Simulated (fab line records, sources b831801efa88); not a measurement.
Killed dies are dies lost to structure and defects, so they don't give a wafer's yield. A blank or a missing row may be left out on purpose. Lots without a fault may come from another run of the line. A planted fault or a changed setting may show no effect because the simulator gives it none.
fab line records | flow sky130
record lots=6 wafers=18 last_day=50
route steps=708 shown VIA1@473 METAL2@483 PAD_OPEN@708
lots that met no fault: from a run of the same line without faults
start_h: hours from the record's first day to the start of the lot's first wafer shown | wait_h: hours since the lot's step before | " the same as in the row above | L1.1+2: a row that stands for several wafers | - no value, or no start given | * or withheld: withheld | < > ~ a bound
route shown NAME@n: a module of which the file shows steps, and the number in the route of the first | usual: mean/standard deviation of fault-free wafers | same: alike in all rows | chamber/n: place in a boat | sites: the reading at each site | _std_site: their standard deviation | _edge_site: outer sites' mean less inner sites' | radius_mm: how far each site lies from the wafer's centre | mask NAME#n: copy n | behind: the tool/chamber that last shaped the wafer | hold: why the lot was held/for how many hours/how that ended | device: the transistor (n, p or np) that didn't switch | end of line: the same wafers' tests at the end of the route | a step without rows: its recipe alone | killed: dies lost to structure and defects at the first sort, not the wafer's yield | map: a wafer's dies, x killed, . not, _ none there
set.NAME: the setting as run; set.NAME@STEP: as run at that earlier step | model.NAME: the simulator's own value behind a step, which no gauge read
lots at some steps of the route; a table a step, a row a wafer
services: from which hour (start_h, from the record's first day; less than 0 if before it) a tool's chamber was out of use, for how many hours, and why
## steps
# step SKY_VIA1_ETCH_15
# recipe target=SiO2 chemistry=C4F8/O2/Ar target_depth_nm=351 stop_on=TiN mask_material=KrF-thick source_w=1500 bias_w=1200 pressure_mtorr=40 c4f8_flow_sccm=withheld O2_flow_sccm=6 Ar_flow_sccm=300 time_s=54
# usual oes_product_au=0.974/0.006
# columns lot.wafer tool chamber start_h wait_h oes_product_au rf_hours_counter_h
L856.4 rie_diel-01 0 831.67 0.0 0.970 7
L856.5 " 3 " " 0.976 -
L856.6 " 0 " " 0.977 -
L857.3 rie_diel-01 0 850.82 0.0 0.972 7
L857.4 " 3 " " 0.979 8
L857.5 " 3 " " 0.963 -
L862.1 rie_diel-02 3 876.96 0.0 0.982 20
L862.3 " 1 " " 0.974 0
L862.4 " 0 " " 0.974 -
L865.2 rie_diel-03 1 903.07 0.0 0.973 11
L865.5 " 2 " " 0.972 -
L865.6 " 1 " " 0.970 -
L872.2 rie_diel-02 3 939.56 0.0 0.967 22
L872.5 " 1 " " 0.967 -
L872.6 " 2 " " 0.983 -
L873.1 rie_diel-03 3 955.27 0.0 0.983 15
L873.5 " 2 " " 0.990 -
L873.6 " 1 " " 0.986 -
# step SKY_VIA1_STRIP_16
# recipe chemistry=O2/N2 power_w=1400 pressure_mtorr=1500 platen_temp_c=withheld o2_flow_sccm=3000 n2_flow_sccm=300 overash_fraction=0.5
# usual drypump_motor_current_A=5.85/0.22 oes_product_au=0.416/0.0052 strip_time_to_endpoint_s=4.459/0.022
# columns lot.wafer tool chamber start_h wait_h drypump_motor_current_A oes_product_au rf_hours_counter_h strip_time_to_endpoint_s
L856.4 plasma_asher-04 0 831.75 0.1 6.00 0.418 - 4.475
L856.5 " 0 " " 6.01 0.414 - 4.451
L856.6 " 1 " " 5.56 0.418 - 4.458
L857.3 plasma_asher-03 1 850.90 0.1 6.26 0.424 - 4.475
L857.4 " 0 " " 6.20 0.423 - 4.480
L857.5 " 1 " " 6.26 0.425 - 4.481
L862.1 plasma_asher-04 0 877.00 0.0 5.97 0.412 12 4.442
L862.3 " 0 " " 5.98 0.417 - 4.483
L862.4 " 1 " " 5.57 0.415 - 4.445
L865.2 plasma_asher-03 0 903.12 0.0 6.17 0.414 110 4.430
L865.5 " 1 " " 6.27 0.418 - 4.478
L865.6 " 0 " " 6.20 0.418 - 4.438
L872.2 plasma_asher-02 1 939.60 0.0 5.79 0.410 50 4.436
L872.5 " 1 " " 5.77 0.419 - 4.473
L872.6 " 0 " " 5.81 0.402 - 4.441
L873.1 plasma_asher-04 1 955.31 0.0 5.55 0.418 19 4.451
L873.5 " 1 " " 5.55 0.415 - 4.479
L873.6 " 0 " " 5.99 0.419 - 4.425
# step SKY_VIA1_STRIP_17
# recipe chemistry=post_etch_residue_remover time_s=1200 temp_c=72.5
# step SKY_VIA1_CLEAN_18
# recipe chemistry=IPA time_s=180 temp_c=25
# step SKY_VIA1_CLEAN_19
# recipe chemistry=O3/DIW dry=n2_spin
# step SKY_VIA1_SPUTTER_20
# recipe material=TiN target_thk_nm=20 chamber_pressure_pa=5 power_w=4000 time_s=80
# step SKY_VIA1_CVD_21
# recipe material=W target_thk_nm=270 time_s=80.902 temp_c=400 pressure_torr=40
# step SKY_VIA1_RS_MEAS_22
# recipe thk_meas_gauge=four-point-probe reads=W_of_VIA1_CVD_21+TiN_of_VIA1_SPUTTER_20
# usual VIA1_W_RS=0.425/0.0045
# columns lot.wafer tool chamber start_h wait_h VIA1_W_RS[ohm/sq]
L856.4 film_metro-01 - 832.56 0.1 0.426
L856.5 " - " " 0.432
L856.6 " - " " 0.433
L857.3 film_metro-03 - 851.79 0.1 0.429
L857.4 " - " " 0.422
L857.5 " - " " 0.422
L862.1 film_metro-03 - 877.92 0.1 0.419
L862.3 " - " " 0.427
L862.4 " - " " 0.413
L865.2 film_metro-03 - 904.33 0.1 0.423
L865.5 " - " " 0.422
L865.6 " - " " 0.426
L872.2 film_metro-03 - 940.38 0.1 0.427
L872.5 " - " " 0.422
L872.6 " - " " 0.423
L873.1 film_metro-02 - 956.06 0.1 0.425
L873.5 " - " " 0.419
L873.6 " - " " 0.430
# step SKY_VIA1_THK_MEAS_23
# recipe thk_meas_gauge=xrf reads=W_of_VIA1_CVD_21
# usual VIA1_W_THK=273/3.8
# columns lot.wafer tool chamber start_h wait_h VIA1_W_THK[nm]
L856.4 film_metro-01 - 832.65 0.1 270
L856.5 " - " " 265
L856.6 " - " " 264
L857.3 film_metro-03 - 851.89 0.1 273
L857.4 " - " " 279
L857.5 " - " " 278
L862.1 film_metro-03 - 878.04 0.1 276
L862.3 " - " " 271
L862.4 " - " " 281
L865.2 film_metro-03 - 904.44 0.1 273
L865.5 " - " " 273
L865.6 " - " " 273
L872.2 film_metro-03 - 940.49 0.1 274
L872.5 " - " " 279
L872.6 " - " " 277
L873.1 film_metro-02 - 956.18 0.1 274
L873.5 " - " " 279
L873.6 " - " " 271
# step SKY_VIA1_CMP_24
# recipe stop_on=SiO2 t_overpolish_s=15 down_force_psi=3.5 platen_rpm=60 target_thk_nm=0 pad_velocity_m_s=0.94248
# step SKY_METAL2_SPUTTER_00
# recipe material=Ti target_thk_nm=15 power_w=3000 time_s=10 chamber_pressure_pa=0.4
# step SKY_METAL2_SPUTTER_01
# recipe material=TiN target_thk_nm=20 power_w=6500 time_s=16.7 chamber_pressure_pa=0.4
# step SKY_METAL2_SPUTTER_02
# recipe material=AlCu target_thk_nm=250 power_w=10600 time_s=13.3 chamber_pressure_pa=0.4
# usual throttle_valve_pct=29.6/1.1
# columns lot.wafer tool chamber start_h wait_h throttle_valve_pct model.AlCu_of_METAL2_SPUTTER_02.thk_nm
L856.4 pvd_sputter-03 - 833.03 0.0 29.8 245.6
L856.5 " - " " 29.9 247.4
L856.6 " - " " 28.7 247.5
L857.3 pvd_sputter-04 - 852.42 0.0 28.8 250.4
L857.4 " - " " 30.5 251.2
L857.5 " - " " 31.4 253
L862.1 pvd_sputter-04 - 878.85 0.0 31.4 253.5
L862.3 " - " " 28.7 120.8
L862.4 " - " " 28.3 251.4
L865.2 pvd_sputter-04 - 904.84 0.0 30.5 117.7
L865.5 " - " " 31.6 255.7
L865.6 " - " " 28.2 249.6
L872.2 pvd_sputter-02 - 940.89 0.0 30.5 251.5
L872.5 " - " " 30.7 250.6
L872.6 " - " " 30.5 250.6
L873.1 pvd_sputter-03 - 956.80 0.0 28.4 247.8
L873.5 " - " " 28.5 248
L873.6 " - " " 30.3 248.5
# step SKY_METAL2_SPUTTER_03
# recipe material=Ti target_thk_nm=5 power_w=3000 time_s=3.3 chamber_pressure_pa=0.4
# step SKY_METAL2_SPUTTER_04
# recipe material=TiN target_thk_nm=70 power_w=6684 time_s=58.3 chamber_pressure_pa=0.4
# usual throttle_valve_pct=29.6/1.1
# columns lot.wafer tool chamber start_h wait_h throttle_valve_pct
L856.4 pvd_sputter-03 - 833.07 0.0 29.9
L856.5 " - " " 30.0
L856.6 " - " " 28.6
L857.3 pvd_sputter-04 - 852.46 0.0 28.5
L857.4 " - " " 30.6
L857.5 " - " " 31.6
L862.1 pvd_sputter-04 - 878.89 0.0 31.2
L862.3 " - " " 28.9
L862.4 " - " " 28.4
L865.2 pvd_sputter-04 - 904.88 0.0 30.4
L865.5 " - " " 31.4
L865.6 " - " " 28.7
L872.2 pvd_sputter-02 - 940.93 0.0 30.4
L872.5 " - " " 30.6
L872.6 " - " " 30.4
L873.1 pvd_sputter-03 - 956.84 0.0 28.8
L873.5 " - " " 28.5
L873.6 " - " " 30.2
# step SKY_METAL2_RS_MEAS_05
# recipe thk_meas_gauge=four-point-probe reads=TiN_of_METAL2_SPUTTER_04+Ti_of_METAL2_SPUTTER_03+AlCu_of_METAL2_SPUTTER_02+TiN_of_METAL2_SPUTTER_01+Ti_of_METAL2_SPUTTER_00
# usual METAL2_ALCU_RS=0.1267/0.0014
# columns lot.wafer tool chamber start_h wait_h hold METAL2_ALCU_RS[ohm/sq]
L856.4 film_metro-02 - 833.18 0.1 - 0.1290
L856.5 " - " " - 0.1282
L856.6 " - " " - 0.1285
L857.3 film_metro-03 - 852.55 0.1 - 0.1266
L857.4 " - " " - 0.1262
L857.5 " - " " - 0.1253
L862.1 film_metro-03 - 878.94 0.0 await_dispo/0.2h/release 0.1249
L862.3 " - " " await_dispo/0.2h/release 0.2726
L862.4 " - " " await_dispo/0.2h/release 0.1261
L862.1 film_metro-03 - 879.39 0.4 - 0.1249
L862.3 " - " " - 0.2717
L862.4 " - " " - 0.1259
L865.2 film_metro-04 - 904.95 0.0 await_dispo/0.2h/release 0.2796
L865.5 " - " " await_dispo/0.2h/release 0.1239
L865.6 " - " " await_dispo/0.2h/release 0.1270
L865.2 film_metro-04 - 905.24 0.3 - 0.2797
L865.5 " - " " - 0.1240
L865.6 " - " " - 0.1271
L872.2 film_metro-03 - 941.00 0.0 - 0.1260
L872.5 " - " " - 0.1265
L872.6 " - " " - 0.1266
L873.1 film_metro-04 - 956.89 0.0 - 0.1279
L873.5 " - " " - 0.1276
L873.6 " - " " - 0.1276
# step SKY_METAL2_THK_MEAS_06
# recipe thk_meas_gauge=xrf reads=AlCu_of_METAL2_SPUTTER_02
# usual METAL2_ALCU_THK=245.5/2.9
# columns lot.wafer tool chamber start_h wait_h hold METAL2_ALCU_THK[nm]
L856.4 film_metro-02 - 833.27 0.1 - 241.7
L856.5 " - " " - 243.7
L856.6 " - " " - 242.6
L857.3 film_metro-03 - 852.65 0.1 - 249.8
L857.4 " - " " - 246.1
L857.5 " - " " - 249.6
L862.1 film_metro-03 - 881.37 2.0 await_dispo/0.2h/release 250.3
L862.3 " - " " await_dispo/0.2h/release 117.7
L862.4 " - " " await_dispo/0.2h/release 248.2
L862.1 film_metro-03 - 881.66 0.3 - 248.3
L862.3 " - " " - 120.0
L862.4 " - " " - 248.8
L865.2 film_metro-04 - 915.37 10.1 await_dispo/0.2h/release 115.4
L865.5 " - " " await_dispo/0.2h/release 250.1
L865.6 " - " " await_dispo/0.2h/release 243.2
L865.2 film_metro-04 - 915.59 0.2 - 115.3
L865.5 " - " " - 249.1
L865.6 " - " " - 244.4
L872.2 film_metro-03 - 941.11 0.1 - 250.7
L872.5 " - " " - 249.7
L872.6 " - " " - 246.3
L873.1 film_metro-04 - 957.01 0.1 - 240.7
L873.5 " - " " - 241.5
L873.6 " - " " - 242.3
# step SKY_METAL2_HMDS_08
# recipe prime_time_s=60 prime_temp_c=120
# step SKY_METAL2_COAT_09
# recipe resist=BARC temp_c=withheld time_s=withheld spin_rpm=3000 resist_thk_nm=60.85
# step SKY_METAL2_COAT_10
# recipe resist=KrF-thick spin_rpm=3000 resist_thk_nm=450
# step SKY_METAL2_SOFTBAKE_11
# recipe temp_c=100 time_s=90 resist=KrF-thick
# step SKY_METAL2_EXPOSE_12
# recipe mask_id=MM2 na=0.8 source_shape=annular sigma_inner=0.55 sigma_outer=0.85 target_cd_nm=140 dose_mj=28
# step SKY_METAL2_PEB_13
# recipe peb_temp_c=withheld peb_time_s=withheld resist=KrF-thick
# step SKY_METAL2_DEVELOP_14
# recipe develop_time_s=60 resist=KrF-thick dev_temp_c=21
# step SKY_METAL2_CD_MEAS_15
# recipe target_cd_nm=140
# usual cd_nm=140.2/1.6
# columns lot.wafer tool chamber start_h wait_h cd_nm
L856.4 cd_sem-02 - 855.93 - 142.6
L856.5 " - " " 142.5
L856.6 " - " " 142.1
L857.3 cd_sem-01 - 878.55 - 140.9
L857.4 " - " " 139.0
L857.5 " - " " 139.2
L862.1 cd_sem-02 - 904.66 - 140.4
L862.3 " - " " 141.3
L862.4 " - " " 141.9
L865.2 cd_sem-02 - 929.07 - 138.3
L865.5 " - " " 138.4
L865.6 " - " " 138.4
L872.2 cd_sem-02 - 965.09 - 139.4
L872.5 " - " " 139.5
L872.6 " - " " 139.9
L873.1 cd_sem-01 - 980.90 - 142.3
L873.5 " - " " 140.5
L873.6 " - " " 143.2
# step SKY_METAL2_OVL_MEAS_16
# usual METAL2_OVL=0/4.1
# columns lot.wafer tool chamber start_h wait_h METAL2_OVL[nm]
L856.4 overlay-02 - 856.01 0.1 3
L856.5 " - " " -4
L856.6 " - " " -4
L857.3 overlay-02 - 878.64 0.1 -1
L857.4 " - " " 4
L857.5 " - " " 4
L862.1 overlay-01 - 904.78 0.1 -3
L862.3 " - " " -5
L862.4 " - " " 2
L865.2 overlay-01 - 929.18 0.1 -3
L865.5 " - " " -4
L865.6 " - " " 4
L872.2 overlay-01 - 965.20 0.1 1
L872.5 " - " " -1
L872.6 " - " " -8
L873.1 overlay-02 - 981.02 0.1 4
L873.5 " - " " -2
L873.6 " - " " 1
# step SKY_METAL2_DESCUM_17
# recipe chemistry=O2 source_power_w=150 bias_power_w=0 pressure_mtorr=10 temp_c=40 time_s=8
# usual drypump_motor_current_A=5.9/0.56 oes_product_au=1.004/0.012
# columns lot.wafer tool chamber start_h wait_h drypump_motor_current_A oes_product_au rf_hours_counter_h
L856.4 rie_metal-04 0 856.04 0.0 5.0 1.009 -
L856.5 " 0 " " 5.0 1.005 -
L856.6 " 1 " " 6.5 0.985 -
L857.3 rie_metal-04 0 878.68 0.0 4.9 0.996 -
L857.4 " 1 " " 6.5 0.996 -
L857.5 " 1 " " 6.5 1.002 -
L862.1 rie_metal-04 1 904.82 0.0 6.5 0.994 4
L862.3 " 1 " " 6.6 0.991 -
L862.4 " 0 " " 5.0 1.011 -
L865.2 rie_metal-02 0 929.21 0.0 6.2 1.025 1
L865.5 " 0 " " 6.2 1.029 -
L865.6 " 1 " " 5.9 1.005 -
L872.2 rie_metal-04 0 965.23 0.0 5.0 1.011 14
L872.5 " 0 " " 5.0 1.006 -
L872.6 " 1 " " 6.5 0.990 -
L873.1 rie_metal-02 0 981.06 0.0 6.2 1.011 4
L873.5 " 0 " " 6.2 1.016 -
L873.6 " 1 " " 5.8 1.011 -
# step SKY_METAL2_ETCH_18
# recipe chemistry=N2/H2 target=BARC ion_energy_ev=200 bias_w=100 pressure_mtorr=30 n2_flow_sccm=100 h2_flow_sccm=200 icp_w=500 stop_on=SiO2 time_s=45.9 target_depth_a=600
# usual drypump_motor_current_A=5.9/0.56 oes_product_au=0.861/0.0049 throttle_valve_pct=13.225/0.0094
# columns lot.wafer tool chamber start_h wait_h drypump_motor_current_A oes_product_au rf_hours_counter_h throttle_valve_pct
L856.4 rie_metal-04 0 856.08 0.0 5.0 0.853 - 13.229
L856.5 " 0 " " 5.0 0.854 - 13.227
L856.6 " 1 " " 6.5 0.859 - 13.233
L857.3 rie_metal-04 0 878.72 0.0 5.0 0.858 - 13.225
L857.4 " 1 " " 6.6 0.859 - 13.214
L857.5 " 1 " " 6.6 0.862 - 13.235
L862.1 rie_metal-04 1 904.85 0.0 6.5 0.865 4 13.223
L862.3 " 1 " " 6.5 0.869 - 13.234
L862.4 " 0 " " 5.0 0.866 - 13.229
L865.2 rie_metal-02 0 929.24 0.0 6.2 0.867 1 13.221
L865.5 " 0 " " 6.2 0.866 - 13.231
L865.6 " 1 " " 5.9 0.859 - 13.237
L872.2 rie_metal-04 0 965.26 0.0 5.0 0.862 14 13.225
L872.5 " 0 " " 5.0 0.853 - 13.226
L872.6 " 1 " " 6.5 0.858 - 13.223
L873.1 rie_metal-02 0 981.09 0.0 6.3 0.855 4 13.220
L873.5 " 0 " " 6.2 0.859 - 13.235
L873.6 " 1 " " 5.8 0.857 - 13.246
# step SKY_METAL2_METAL_ETCH_19
# recipe target_depth_a=3600 stop_on=SiO2 over_etch_frac=0.3 time_s=78 chemistry=Cl2/BCl3 resist_sidewall_deg=88 pressure_mtorr=10 icp_w=900 bias_w=48.5 Cl2_flow_sccm=60 bcl3_flow_sccm=30
# usual drypump_motor_current_A=5.9/0.56 oes_product_au=0.856/0.0057 throttle_valve_pct=22.265/0.0094
# columns lot.wafer tool chamber start_h wait_h drypump_motor_current_A oes_product_au rf_hours_counter_h throttle_valve_pct
L856.4 rie_metal-04 0 856.15 0.1 4.9 0.858 - 22.249
L856.5 " 0 " " 4.9 0.848 - 22.259
L856.6 " 1 " " 6.5 0.851 - 22.253
L857.3 rie_metal-04 0 878.79 0.1 5.0 0.854 - 22.274
L857.4 " 1 " " 6.5 0.859 - 22.275
L857.5 " 1 " " 6.5 0.855 - 22.247
L862.1 rie_metal-04 1 904.92 0.0 6.5 0.870 4 22.270
L862.3 " 1 " " 6.5 0.714 - 22.260
L862.4 " 0 " " 5.0 0.860 - 22.262
L865.2 rie_metal-02 0 929.30 0.0 6.2 0.706 1 22.280
L865.5 " 0 " " 6.2 0.856 - 22.275
L865.6 " 1 " " 5.9 0.857 - 22.271
L872.2 rie_metal-04 0 965.32 0.0 5.0 0.860 14 22.264
L872.5 " 0 " " 5.0 0.854 - 22.284
L872.6 " 1 " " 6.5 0.856 - 22.256
L873.1 rie_metal-02 0 981.15 0.0 6.2 0.851 4 22.263
L873.5 " 0 " " 6.2 0.855 - 22.267
L873.6 " 1 " " 5.9 0.852 - 22.278
# step SKY_METAL2_STRIP_20
# recipe chemistry=O2/N2 power_w=1400 pressure_mtorr=1500 platen_temp_c=withheld o2_flow_sccm=3000 n2_flow_sccm=300 overash_fraction=0.5
# step SKY_PAD_OPEN_PROBE_99
# usual defect_limited_yield=82.4/1.9 killed_at_M0_to_M3=44/6.5 killed_at_M4_up=3.0/1.5 killed_at_contacts=25/5.1 killed_at_front_end=14/4.1 killed_at_other=0.3/0.57 killed_dies=87/9.5 killed_open=48/6.8 killed_short=39/6.2 sort_bin_3_pad_short=0.8/0.42 sort_bin_5_function=10.4/1.4 sort_bin_6_memory=6.3/1.2 sort_n_pass=405/9.5 sort_yield_pct=82.4/1.9
# same gross_dies=492 killed_at_back_side=0 sort_bin_4_leakage[%]=0 sort_bin_8_speed[%]=0
# columns lot.wafer tool chamber start_h wait_h defect_limited_yield[%] killed_at_M0_to_M3 killed_at_M4_up killed_at_contacts killed_at_front_end killed_at_other killed_dies killed_open killed_short sort_bin_3_pad_short[%] sort_bin_5_function[%] sort_bin_6_memory[%] sort_n_pass sort_yield_pct[%] model.etest.met2.line_ohm_um model.etest.met2.rs_ohm_sq
L856.4 prober-02 - 1104.82 0.2 79.5 50 2 28 20 1 101 52 48 1.4 12.0 7.1 391 79.5 0.991 0.1323
L856.5 prober-02 - 1104.87 0.2 80.9 46 2 26 20 0 94 46 48 1.6 10.0 7.5 398 80.9 0.9406 0.1276
L856.6 prober-02 - 1104.92 0.2 83.1 37 3 28 13 2 83 46 36 0.2 10.2 6.5 409 83.1 0.9402 0.1289
L857.3 prober-02 - 1122.49 0.2 76.6 62 5 32 16 0 115 63 51 0.4 13.2 9.8 377 76.6 0.923 0.1283
L857.4 prober-02 - 1122.54 0.2 81.9 46 2 23 17 1 89 54 35 1.2 11.0 5.9 403 81.9 0.9207 0.1257
L857.5 prober-02 - 1122.59 0.2 82.1 52 1 24 10 1 88 53 35 0.4 11.0 6.5 404 82.1 0.9113 0.1261
L862.1 prober-02 - 1142.24 0.1 82.7 41 3 25 14 2 85 45 40 0.8 10.8 5.7 407 82.7 0.9362 0.1274
L862.3 prober-02 - 1142.34 0.2 85.8 40 0 21 9 0 70 42 28 0.2 8.1 5.9 422 85.8 2.002 0.2731
L862.4 prober-02 - 1142.39 0.2 80.3 53 2 28 14 0 97 59 38 0.8 12.4 6.5 395 80.3 0.9629 0.1285
L865.2 prober-02 - 1159.29 0.1 85.6 41 0 16 14 0 71 45 26 0.6 8.1 5.7 421 85.6 2.15 0.2863
L865.5 prober-02 - 1159.44 0.2 82.1 44 2 26 16 0 88 54 34 0.8 11.6 5.5 404 82.1 0.933 0.1247
L865.6 prober-02 - 1159.49 0.2 81.7 46 3 20 21 0 90 47 43 0.4 13.2 4.7 402 81.7 0.9444 0.1297
L872.2 prober-02 - 1186.56 0.1 81.3 47 3 25 17 0 92 39 53 1.6 11.4 5.7 400 81.3 0.9282 0.1266
L872.5 prober-02 - 1186.71 0.2 81.5 37 3 32 19 0 91 50 41 1.6 11.4 5.5 401 81.5 0.9587 0.1289
L872.6 prober-02 - 1186.76 0.2 82.3 41 2 27 17 0 87 47 40 1.0 10.4 6.3 405 82.3 0.9404 0.128
L873.1 prober-02 - 1196.62 0.1 85.8 38 6 21 5 0 70 36 34 0.6 8.5 5.1 422 85.8 0.9066 0.1303
L873.5 prober-02 - 1196.82 0.2 84.6 45 1 16 14 0 76 40 36 1.2 8.3 5.9 416 84.6 0.9099 0.1288
L873.6 prober-02 - 1196.87 0.2 83.9 48 3 17 11 0 79 46 33 1.2 10.0 4.9 413 83.9 0.8952 0.1295
# killed by level:class
L856.4 CONTACT:geometric_particle:open=13 VIA1:geometric_particle:open=10 VIA1:geometric_particle:short=8 LI_CONTACT:geometric_particle:open=7 POLY_GATE:geometric_particle:short=6 METAL2:geometric_particle:short=6 VIA3:geometric_particle:open=5 VIA2:geometric_particle:short=5
L856.5 CONTACT:geometric_particle:open=11 VIA2:geometric_particle:open=11 METAL1:geometric_particle:short=8 POLY_GATE:geometric_particle:short=6 METAL2:geometric_particle:short=5 VIA3:geometric_particle:open=5 FIELD_ISO:geometric_particle:short=4 LI_CONTACT:geometric_particle:open=4
L856.6 VIA1:geometric_particle:open=11 CONTACT:geometric_particle:open=7 LI_CONTACT:geometric_particle:short=6 LOCAL_INTERCONNECT:geometric_particle:short=5 CONTACT:geometric_particle:short=5 VIA2:geometric_particle:open=5 VIA3:geometric_particle:open=5 LI_CONTACT:geometric_particle:open=4
L857.3 CONTACT:geometric_particle:open=15 VIA1:geometric_particle:open=12 VIA1:geometric_particle:short=11 VIA2:geometric_particle:open=11 METAL1:geometric_particle:short=7 VIA2:geometric_particle:short=7 LI_CONTACT:geometric_particle:open=6 FIELD_ISO:geometric_particle:open=5
L857.4 VIA1:geometric_particle:open=13 CONTACT:geometric_particle:open=11 VIA1:geometric_particle:short=8 LI_CONTACT:geometric_particle:open=7 METAL2:geometric_particle:short=5 POLY_GATE:geometric_particle:open=4 VIA2:geometric_particle:open=4 VIA3:geometric_particle:open=4
L857.5 CONTACT:geometric_particle:open=13 VIA1:geometric_particle:open=11 VIA3:geometric_particle:open=10 METAL2:geometric_particle:short=8 VIA1:geometric_particle:short=6 LI_CONTACT:geometric_particle:open=4 METAL2:geometric_particle:open=4 FIELD_ISO:geometric_particle:short=3
L862.1 METAL1:geometric_particle:short=10 LI_CONTACT:geometric_particle:open=10 VIA1:geometric_particle:open=8 CONTACT:geometric_particle:open=6 VIA2:geometric_particle:open=5 POLY_GATE:geometric_particle:short=4 METAL2:geometric_particle:short=4 VIA3:geometric_particle:open=4
L862.3 VIA1:geometric_particle:open=15 LI_CONTACT:geometric_particle:open=7 VIA3:geometric_particle:open=5 LOCAL_INTERCONNECT:geometric_particle:short=5 METAL1:geometric_particle:short=4 FIELD_ISO:geometric_particle:open=3 CONTACT:geometric_particle:short=3 VIA2:geometric_particle:open=3
L862.4 CONTACT:geometric_particle:open=12 LI_CONTACT:geometric_particle:open=10 METAL2:geometric_particle:short=8 VIA1:geometric_particle:open=8 VIA3:geometric_particle:open=8 VIA2:geometric_particle:open=8 VIA2:geometric_particle:short=5 POLY_GATE:geometric_particle:open=4
L865.2 VIA1:geometric_particle:open=11 VIA3:geometric_particle:open=8 CONTACT:geometric_particle:open=7 LI_CONTACT:geometric_particle:open=6 METAL2:geometric_particle:short=4 FIELD_ISO:geometric_particle:open=3 POLY_GATE:geometric_particle:short=3 POLY_GATE:geometric_particle:open=3
L865.5 CONTACT:geometric_particle:open=13 VIA1:geometric_particle:open=13 FIELD_ISO:geometric_particle:open=7 METAL3:geometric_particle:short=6 VIA1:geometric_particle:short=5 LI_CONTACT:geometric_particle:open=4 LOCAL_INTERCONNECT:geometric_particle:short=4 METAL1:geometric_particle:short=3
L865.6 CONTACT:geometric_particle:open=10 METAL1:geometric_particle:short=9 VIA3:geometric_particle:open=7 VIA2:geometric_particle:open=7 VIA1:geometric_particle:open=7 FIELD_ISO:geometric_particle:short=6 POLY_GATE:geometric_particle:short=6 METAL2:geometric_particle:short=6
L872.2 METAL1:geometric_particle:short=11 FIELD_ISO:geometric_particle:short=9 CONTACT:geometric_particle:open=7 VIA3:geometric_particle:open=7 VIA2:geometric_particle:open=6 CONTACT:geometric_particle:short=6 VIA1:geometric_particle:open=6 LI_CONTACT:geometric_particle:open=4
L872.5 CONTACT:geometric_particle:open=11 METAL1:geometric_particle:short=9 VIA1:geometric_particle:open=9 VIA2:geometric_particle:open=7 LI_CONTACT:geometric_particle:open=6 CONTACT:geometric_particle:short=6 FIELD_ISO:geometric_particle:short=5 FIELD_ISO:geometric_particle:open=4
L872.6 VIA1:geometric_particle:open=15 LI_CONTACT:geometric_particle:open=9 METAL1:geometric_particle:short=7 FIELD_ISO:geometric_particle:open=6 POLY_GATE:geometric_particle:short=4 LI_CONTACT:geometric_particle:short=4 LOCAL_INTERCONNECT:geometric_particle:open=4 CONTACT:geometric_particle:short=4
L873.1 VIA1:geometric_particle:open=9 METAL2:geometric_particle:short=8 LOCAL_INTERCONNECT:geometric_particle:short=7 VIA3:geometric_particle:open=7 LI_CONTACT:geometric_particle:open=5 CONTACT:geometric_particle:short=5 VIA2:geometric_particle:open=5 METAL4:geometric_particle:short=5
L873.5 VIA1:geometric_particle:open=11 METAL1:geometric_particle:short=8 VIA2:geometric_particle:open=7 FIELD_ISO:geometric_particle:short=6 CONTACT:geometric_particle:short=5 LI_CONTACT:geometric_particle:open=4 CONTACT:geometric_particle:open=4 VIA1:geometric_particle:short=4
L873.6 VIA2:geometric_particle:open=14 VIA3:geometric_particle:open=7 VIA1:geometric_particle:short=6 CONTACT:geometric_particle:open=5 FIELD_ISO:geometric_particle:short=4 METAL1:geometric_particle:short=4 LI_CONTACT:geometric_particle:open=4 VIA1:geometric_particle:open=4
## services
# columns tool chamber start_h hours kind
rie_diel-03 0 811.39 5.6 repair
rie_diel-02 1 812.84 2.3 repair
pvd_sputter-04 - 825.80 2.9 repair
rie_metal-02 1 827.87 8.8 repair
pvd_sputter-04 3 832.59 - consumable_replace:kit
pvd_sputter-04 3 832.59 18.0 scheduled_down
pvd_sputter-04 3 832.59 18.0 vent_cycle
rie_diel-01 0 858.52 6.9 repair
rie_diel-03 0 865.09 4.3 repair
rie_diel-03 2 869.54 1.7 repair
rie_diel-03 - 869.75 2.8 pm
pvd_sputter-02 - 873.42 7.8 repair
rie_diel-02 3 879.52 4.5 repair
rie_metal-02 0 885.18 - clean
rie_metal-02 0 885.18 21.0 scheduled_down
rie_metal-02 0 885.18 21.0 vent_cycle
pvd_sputter-02 - 889.55 9.2 repair
pvd_sputter-03 - 892.38 5.4 repair
pvd_sputter-03 2 907.75 - consumable_replace:kit
rie_diel-01 2 912.47 45.0 repair
plasma_asher-02 - 917.19 4.8 repair
pvd_sputter-03 - 928.37 8.4 repair
rie_metal-02 - 936.99 10.0 pm
plasma_asher-04 - 940.69 14.6 pm
## key
first_sign step=SKY_METAL2_RS_MEAS_05 reading=visit direction=added
effect step=SKY_METAL2_RS_MEAS_05 reading=METAL2_ALCU_RS direction=up sigmas=99+ usual=0.1267 struck=0.2761
effect step=SKY_METAL2_THK_MEAS_06 reading=visit direction=added
effect step=SKY_METAL2_THK_MEAS_06 reading=METAL2_ALCU_THK direction=down sigmas=44 usual=245.5 struck=116.6
effect step=SKY_METAL2_METAL_ETCH_19 reading=oes_product_au direction=down sigmas=26 usual=0.856 struck=0.710
model_effect step=SKY_METAL2_SPUTTER_02 value=AlCu_of_METAL2_SPUTTER_02.thk_nm without=250.8 struck=119.2
model_effect step=SKY_PAD_OPEN_PROBE_99 value=etest.met2.line_ohm_um without=0.9485 struck=2.076
met_at SKY_METAL2_SPUTTER_02
struck_wafers L862.3,L865.2
onset_between 852.42 878.85
fault kind=process_parameter_drift tool=pvd_sputter-04 chamber=- onset_h=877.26 steps=SKY_METAL2_SPUTTER_02 channel=target_thk_nm offset=-131.56 shape=step end_h=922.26 scope=struck_wafers_only acts_in=these_recipes_only stated=250
